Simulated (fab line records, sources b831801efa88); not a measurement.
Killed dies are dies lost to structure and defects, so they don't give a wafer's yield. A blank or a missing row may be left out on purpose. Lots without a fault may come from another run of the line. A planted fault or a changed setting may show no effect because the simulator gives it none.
Which tool did it? | flow sky130 | 24 lots, 72 wafers sampled, at 6 steps of a route of 708

WHAT THE GAUGES READ, wafer by wafer
SKY_VIA2_RS_MEAS_22: measures by four-point-probe. Usual: VIA2_W_RS 0.273 ohm/sq, standard deviation 0.0033.
lot  | measured     | on            | VIA2_W_RS (ohm/sq) | flag
L074 | day 36 15:39 | film_metro-03 | 0.270 0.272 0.270  |
L075 | day 37 03:50 | film_metro-03 | 0.270 0.275 0.276  |
L076 | day 37 12:02 | film_metro-03 | 0.272 0.274 0.272  |
L077 | day 37 19:52 | film_metro-04 | 0.270 0.273 0.271  |
L078 | day 38 00:02 | film_metro-04 | 0.277 0.279 0.274  |
L079 | day 38 13:42 | film_metro-01 | 0.275 0.277 0.273  |
L080 | day 38 16:10 | film_metro-03 | 0.272 0.272 0.274  |
L081 | day 38 19:04 | film_metro-03 | 0.273 0.274 0.273  |
L082 | day 39 02:16 | film_metro-01 | 0.278 0.273 0.275  |
L083 | day 39 12:43 | film_metro-04 | 0.273 0.272 0.271  |
L084 | day 39 14:10 | film_metro-03 | 0.274 0.277 0.278  |
L085 | day 39 23:11 | film_metro-03 | 0.269 0.273 0.269  |
L087 | day 40 12:12 | film_metro-01 | 0.271 0.272 0.269  |
L086 | day 40 14:18 | film_metro-04 | 0.278 0.274 0.270  |
L088 | day 40 15:00 | film_metro-04 | 0.275 0.271 0.276  |
L089 | day 41 05:46 | film_metro-01 | 0.279 0.280 0.277  |
L090 | day 41 12:13 | film_metro-01 | 0.273 0.267 0.269  |
L091 | day 41 15:20 | film_metro-03 | 0.276 0.281 0.274  |
L092 | day 41 20:06 | film_metro-01 | 0.278 0.272 0.270  |
L093 | day 42 09:29 | film_metro-03 | 0.266 0.275 0.271  |
L094 | day 42 12:48 | film_metro-04 | 0.276 0.271 0.276  |
L095 | day 42 15:41 | film_metro-03 | 0.270 0.278 0.276  |
L096 | day 42 23:37 | film_metro-03 | 0.273 0.273 0.272  |
L097 | day 43 08:16 | film_metro-04 | 0.268 0.269 0.268  |

SKY_VIA2_THK_MEAS_23: measures by xrf. Usual: VIA2_W_THK 420 nm, standard deviation 5.7.
lot  | measured     | on            | VIA2_W_THK (nm) | flag
L074 | day 36 15:46 | film_metro-03 | 427 424 425     |
L075 | day 37 03:58 | film_metro-03 | 420 415 412     |
L076 | day 37 12:10 | film_metro-03 | 418 419 417     |
L077 | day 37 19:58 | film_metro-04 | 422 416 421     |
L078 | day 38 00:09 | film_metro-04 | 414 410 419     |
L079 | day 38 13:49 | film_metro-01 | 416 413 420     |
L080 | day 38 16:17 | film_metro-03 | 418 421 417     |
L081 | day 38 19:10 | film_metro-03 | 420 417 415     |
L082 | day 39 02:23 | film_metro-01 | 408 414 414     |
L083 | day 39 12:50 | film_metro-04 | 423 424 425     |
L084 | day 39 14:17 | film_metro-03 | 425 418 420     |
L085 | day 39 23:18 | film_metro-03 | 432 428 433     |
L087 | day 40 12:19 | film_metro-01 | 424 417 423     |
L086 | day 40 14:25 | film_metro-04 | 413 422 430     |
L088 | day 40 15:05 | film_metro-04 | 419 424 415     |
L089 | day 41 05:53 | film_metro-01 | 411 412 415     |
L090 | day 41 12:20 | film_metro-01 | 418 426 426     |
L091 | day 41 15:26 | film_metro-03 | 418 414 424     |
L092 | day 41 20:13 | film_metro-01 | 415 421 426     |
L093 | day 42 09:35 | film_metro-03 | 439 422 426     |
L094 | day 42 12:55 | film_metro-04 | 411 420 410     |
L095 | day 42 15:47 | film_metro-03 | 425 413 414     |
L096 | day 42 23:44 | film_metro-03 | 421 425 422     |
L097 | day 43 08:22 | film_metro-04 | 430 423 426     |

SKY_CAPM_THK_MEAS_04: measures by xrf. Usual: CAPM_TIN_THK 200.2 nm, standard deviation 2.3.
lot  | measured     | on            | CAPM_TIN_THK (nm) | flag
L074 | day 36 16:46 | film_metro-02 | 198.7 199.4 199.8 |
L075 | day 37 04:47 | film_metro-03 | 199.2 201.0 202.5 |
L076 | day 37 12:59 | film_metro-02 | 195.5 199.5 198.1 |
L077 | day 37 20:47 | film_metro-03 | 202.5 203.9 200.0 |
L078 | day 38 01:01 | film_metro-02 | 199.5 198.9 197.2 |
L079 | day 38 14:38 | film_metro-02 | 196.2 199.9 197.3 |
L080 | day 38 17:07 | film_metro-01 | 199.5 199.0 198.0 |
L081 | day 38 20:00 | film_metro-02 | 195.9 197.1 197.2 |
L082 | day 39 03:13 | film_metro-01 | 200.7 201.3 199.9 |
L083 | day 39 13:40 | film_metro-02 | 199.8 198.9 200.6 |
L084 | day 39 15:06 | film_metro-03 | 201.1 201.2 200.4 |
L085 | day 40 00:08 | film_metro-03 | 204.9 205.5 201.8 |
L087 | day 40 13:09 | film_metro-02 | 197.2 198.0 197.1 |
L086 | day 40 15:14 | film_metro-01 | 199.1 199.0 199.4 |
L088 | day 40 15:56 | film_metro-01 | 200.2 199.4 203.0 |
L089 | day 41 06:43 | film_metro-03 | 202.2 201.6 200.4 |
L090 | day 41 13:10 | film_metro-01 | 198.6 200.0 199.6 |
L091 | day 41 16:55 | film_metro-01 | 201.0 199.1 201.6 |
L092 | day 41 21:04 | film_metro-03 | 199.3 203.5 201.8 |
L093 | day 42 10:25 | film_metro-01 | 201.9 201.6 203.2 |
L094 | day 42 13:46 | film_metro-02 | 202.9 202.1 204.2 |
L095 | day 42 16:37 | film_metro-02 | 201.0 201.4 200.8 |
L096 | day 43 00:33 | film_metro-02 | 200.6 201.8 202.4 |
L097 | day 43 09:11 | film_metro-02 | 200.5 199.5 196.2 |

SKY_CAP2M_OVL_MEAS_12. Usual: CAP2M_OVL 0.7 nm, standard deviation 1.2.
lot  | measured     | on         | CAP2M_OVL (nm) | flag
L074 | day 41 01:29 | overlay-01 | 3.0 2.2 1.8    |
L075 | day 41 12:19 | overlay-02 | -1.5 0.1 -0.3  |
L076 | day 41 17:58 | overlay-01 | 1.4 -0.3 0.1   |
L077 | day 42 03:29 | overlay-02 | 1.1 0.2 0.7    |
L078 | day 42 07:24 | overlay-01 | 2.5 2.4 1.4    |
L079 | day 42 18:49 | overlay-02 | 0.3 -0.2 -0.7  |
L080 | day 42 20:45 | overlay-02 | 1.1 0.1 0.1    |
L081 | day 42 23:58 | overlay-02 | -1.6 3.0 1.9   |
L082 | day 43 07:29 | overlay-01 | 1.2 -1.1 -0.3  |
L083 | day 43 18:38 | overlay-01 | -0.2 2.9 1.7   |
L084 | day 43 18:56 | overlay-01 | 0.9 -1.1 0.1   |
L085 | day 44 02:23 | overlay-01 | 0.7 2.3 0.2    |
L087 | day 44 15:32 | overlay-01 | 0.3 2.8 1.1    |
L086 | day 44 17:44 | overlay-02 | 0.1 1.1 1.9    |
L088 | day 44 18:13 | overlay-02 | 1.0 0.5 0.5    |
L089 | day 45 05:17 | overlay-01 | -0.5 1.9 0.4   |
L090 | day 45 12:49 | overlay-02 | 0.4 -0.8 -0.2  |
L091 | day 45 16:41 | overlay-01 | 2.0 0.9 0.1    |
L092 | day 45 19:29 | overlay-01 | 0.7 -1.1 -1.4  |
L093 | day 46 07:33 | overlay-02 | 0.7 1.1 -0.8   |
L094 | day 46 12:14 | overlay-02 | 1.9 1.3 1.1    |
L095 | day 46 13:22 | overlay-01 | 2.6 4.1 0.7    |
L096 | day 46 20:52 | overlay-01 | 0.5 -1.6 -0.2  |
L097 | day 47 02:37 | overlay-02 | 1.7 1.4 1.0    |

WHICH TOOL RAN EACH LOT (tool, then ch and the chambers of the sampled wafers, then the start)
lot  | SKY_CAPM_CVD_00                 | SKY_CAP2M_SPUTTER_02
L074 | pecvd-03 ch 0,1, day 36 16:27   | pvd_sputter-01, day 40 00:46
L075 | pecvd-04 ch 0,1, day 37 04:29   | pvd_sputter-03, day 40 11:39
L076 | pecvd-02 ch 0,1, day 37 12:41   | pvd_sputter-01, day 40 18:35
L077 | pecvd-04 ch 0,1,2, day 37 20:28 | pvd_sputter-01, day 41 04:20
L078 | pecvd-02 ch 0, day 38 00:41     | pvd_sputter-03, day 41 07:31
L079 | pecvd-03 ch 0,1,2, day 38 14:20 | pvd_sputter-01, day 41 19:19
L080 | pecvd-02 ch 0,1,2, day 38 16:48 | pvd_sputter-04, day 41 21:08
L081 | pecvd-03 ch 0,1,2, day 38 19:40 | pvd_sputter-01, day 42 00:01
L082 | pecvd-04 ch 0,1,2, day 39 02:54 | pvd_sputter-01, day 42 08:40
L083 | pecvd-04 ch 1,2, day 39 13:20   | pvd_sputter-03, day 42 19:16
L084 | pecvd-03 ch 1,2, day 39 14:47   | pvd_sputter-03, day 42 19:34
L085 | pecvd-02 ch 0,1,2, day 39 23:49 | pvd_sputter-04, day 43 03:29
L087 | pecvd-03 ch 1,2, day 40 12:50   | pvd_sputter-04, day 43 17:08
L086 | pecvd-02 ch 0,2, day 40 14:55   | pvd_sputter-03, day 43 18:52
L088 | pecvd-04 ch 1,2, day 40 15:35   | pvd_sputter-01, day 43 19:31
L089 | pecvd-03 ch 1,2, day 41 06:25   | pvd_sputter-01, day 44 07:20
L090 | pecvd-03 ch 1,2, day 41 12:52   | pvd_sputter-04, day 44 14:47
L091 | pecvd-02 ch 0,2, day 41 16:35   | pvd_sputter-01, day 44 18:40
L092 | pecvd-02 ch 0,1, day 41 20:44   | pvd_sputter-01, day 44 21:56
L093 | pecvd-04 ch 1,2, day 42 10:05   | pvd_sputter-01, day 45 10:19
L094 | pecvd-02 ch 0,2, day 42 13:26   | pvd_sputter-04, day 45 14:34
L095 | pecvd-03 ch 1,2, day 42 16:17   | pvd_sputter-04, day 45 16:41
L096 | pecvd-04 ch 0,1,2, day 43 00:14 | pvd_sputter-01, day 45 23:43
L097 | pecvd-03 ch 0,1,2, day 43 08:52 | pvd_sputter-03, day 46 06:33
- SKY_CAPM_CVD_00: deposits SiO2, target thk 15.5 nm.
- SKY_CAP2M_SPUTTER_02: material TiN, target thk 200 nm, time 166.7 s.

WHAT THE TOOLS THEMSELVES READ (means of the sampled wafers that have a number; where no wafer has one, the mark that the record gives instead)
SKY_CAPM_CVD_00. Usual: heater_power_w 669 W, standard deviation 85; susceptor_temp_C 400.02 C, standard deviation 0.22.
lot  | tool     | heater_power_w (W) | susceptor_temp_C (C) | flag
L074 | pecvd-03 | 697                | 400.14               |
L075 | pecvd-04 | 701                | 399.73               |
L076 | pecvd-02 | 605                | 400.01               |
L077 | pecvd-04 | 683                | 400.04               |
L078 | pecvd-02 | 501                | 399.77               |
L079 | pecvd-03 | 702                | 400.25               |
L080 | pecvd-02 | 618                | 400.06               |
L081 | pecvd-03 | 643                | 399.97               |
L082 | pecvd-04 | 674                | 400.04               |
L083 | pecvd-04 | 611                | 399.97               |
L084 | pecvd-03 | 699                | 399.71               |
L085 | pecvd-02 | 640                | 400.23               |
L087 | pecvd-03 | 750                | 400.11               |
L086 | pecvd-02 | 606                | 399.89               |
L088 | pecvd-04 | 620                | 399.89               |
L089 | pecvd-03 | 730                | 400.09               |
L090 | pecvd-03 | 731                | 399.99               |
L091 | pecvd-02 | 582                | 399.99               |
L092 | pecvd-02 | 561                | 399.79               |
L093 | pecvd-04 | 650                | 400.22               |
L094 | pecvd-02 | 627                | 400.31               |
L095 | pecvd-03 | 730                | 400.08               |
L096 | pecvd-04 | 714                | 399.97               |
L097 | pecvd-03 | 739                | 399.91               |

SKY_CAP2M_SPUTTER_02. Usual: susceptor_temp_C 300.02 C, standard deviation 0.2; throttle_valve_pct 30.5 %, standard deviation 1.
lot  | tool           | susceptor_temp_C (C) | throttle_valve_pct (%) | flag
L074 | pvd_sputter-01 | 299.83               | 30.5                   |
L075 | pvd_sputter-03 | 300.19               | 30.1                   |
L076 | pvd_sputter-01 | 300.22               | 31.6                   |
L077 | pvd_sputter-01 | 300.02               | 31.0                   |
L078 | pvd_sputter-03 | 299.82               | 29.6                   |
L079 | pvd_sputter-01 | 300.04               | 30.3                   |
L080 | pvd_sputter-04 | 300.13               | 29.7                   |
L081 | pvd_sputter-01 | 300.01               | 30.7                   |
L082 | pvd_sputter-01 | 300.16               | 30.8                   |
L083 | pvd_sputter-03 | 299.97               | 30.0                   |
L084 | pvd_sputter-03 | 299.65               | 30.8                   |
L085 | pvd_sputter-04 | 299.86               | 29.8                   |
L087 | pvd_sputter-04 | 299.96               | 29.9                   |
L086 | pvd_sputter-03 | 299.96               | 30.4                   |
L088 | pvd_sputter-01 | 300.15               | 30.3                   |
L089 | pvd_sputter-01 | 300.01               | 31.1                   |
L090 | pvd_sputter-04 | 300.27               | 29.8                   |
L091 | pvd_sputter-01 | 300.01               | 30.9                   |
L092 | pvd_sputter-01 | 300.08               | 31.5                   |
L093 | pvd_sputter-01 | 300.02               | 31.5                   |
L094 | pvd_sputter-04 | 299.94               | 30.3                   |
L095 | pvd_sputter-04 | 300.06               | 29.8                   |
L096 | pvd_sputter-01 | 299.97               | 31.2                   |
L097 | pvd_sputter-03 | 300.18               | 30.0                   |

THE ANSWER, worked out from the rows above alone
Rule: a lot is off if the mean of its wafers that have a number lies more than 3 standard deviations from the usual mean. A lot without any number at a reading at which 4 lots or more have one is off too. The other lots that the step has rows for count as sound. The gauges are gone through in route order, then the tools' own readings, and for those a lot's mean is taken as printed above. The first step at which some lot is off is used, and at that step the reading that is off furthest; a lot without a number counts as furthest.
No lot is off at any reading shown: from this, nothing can be told.

WHAT THE SIMULATOR HAD PUT IN
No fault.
